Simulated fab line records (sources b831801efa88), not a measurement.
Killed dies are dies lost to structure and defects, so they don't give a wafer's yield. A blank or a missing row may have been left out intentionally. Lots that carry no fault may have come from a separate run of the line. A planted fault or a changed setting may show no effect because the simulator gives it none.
A struck lot beside a sound one + flow gf180mcu + 14 out of 602 route steps
Sound: the wafers L308.1, L308.2, L308.6. Wafers struck: L303.2, L303.4, L303.5. The cause is given at the end.
Order at every step that has rows: each side's tool, ch and its chambers, its first start. Under that, the readings that differ: sound wafers + struck wafers + difference of the means + sigmas: that difference in standard deviations of wafers without a fault.
alike: readings with means less than 2 such deviations apart, plus words and numbers identical on both sides. not compared: withheld readings, readings lacking a value on some wafer, bounds such as >300 that could conceal the same value, and numbers that have no deviation in the record and whose values overlap.
The two part at a step that has a row with sigmas, a row that says differs or no value, or rows on one side only. Numbers that have no deviation but don't overlap get no sigmas and don't part them. A reading missing from all wafers of one side parts the sides only when that side holds two or more wafers.

GF_M3_SPUTTER_01: material TiN, target thk 30 nm, time 25 s.
  sound on pvd sputter-04 at day 27 02:43; struck on pvd sputter-03 at day 25 16:04
  alike: throttle valve pct
GF_M3_SPUTTER_02: material AlCu, target thk 450 nm, time 23.9 s.
  sound on pvd sputter-04 at day 27 02:44; struck on pvd sputter-03 at day 25 16:05
  alike: throttle valve pct
GF_M3_SPUTTER_03: material Ti, target thk 10 nm, time 6.7 s.
  sound on pvd sputter-04 at day 27 02:46; struck on pvd sputter-03 at day 25 16:07
  alike: substrate temp c, throttle valve pct
GF_M3_SPUTTER_04: material TiN, target thk 50 nm, time 41.7 s.
  sound on pvd sputter-04 at day 27 02:47; struck on pvd sputter-03 at day 25 16:08
  alike: throttle valve pct
GF_M3_RS_MEAS_05: measurement is done with a four-point probe.
  sound on film metro-02 at day 27 02:50; struck on film metro-02 at day 25 16:12
  alike: M3_ALCU_RS
GF_M3_THK_MEAS_06: measures by xrf.
  sound on film metro-02 at day 27 02:57; struck on film metro-02 at day 25 16:19
  alike: M3_ALCU_THK
then, 6 steps without rows for these wafers: GF_M3_DEHYDRATE_07 (time 60 s); GF_M3_HMDS_08 (prime time 60 s); GF_M3_COAT_09 (resist thk 1000 nm); GF_M3_SOFTBAKE_10 (time 60 s); GF_M3_EXPOSE_11 (exposes mask Metal3, target cd 280 nm); GF_M3_PEB_12 (peb time 90 s).
GF_M3_DEVELOP_13: develop time 60 s.
  sound on litho track-02 ch 0, day 27 21:48; struck on litho track-03, day 26 13:02
  no value came back on the struck wafers for chill plate temp C (C), develop time s (s), exhaust pa (Pa); on the sound wafers chill plate temp C (C) reads 23.09 23.07 22.95
| reading                             | sound             | struck          | difference | sigmas |
|-------------------------------------|-------------------|-----------------|------------|--------|
| model.KrF_of_M3_COAT_09.thk nm (nm) | 987.2 990.1 988.8 | 999.8 1002 1002 | +12.6      |        |
GF_M3_CD_MEAS_14: target cd 280 nm.
  sound on cd sem-01 at day 27 21:57; struck on cd sem-02 at day 26 13:11
| reading    | sound             | struck | difference                    | sigmas |
|------------|-------------------|--------|-------------------------------|--------|
| cd nm (nm) | 281.3 281.3 280.7 | - - -  | no value on the struck wafers |        |

== WHERE THEY PART ==
First at GF_M3_DEVELOP_13; last, within this record, at GF_M3_CD_MEAS_14.

WHY: what the simulator had put in
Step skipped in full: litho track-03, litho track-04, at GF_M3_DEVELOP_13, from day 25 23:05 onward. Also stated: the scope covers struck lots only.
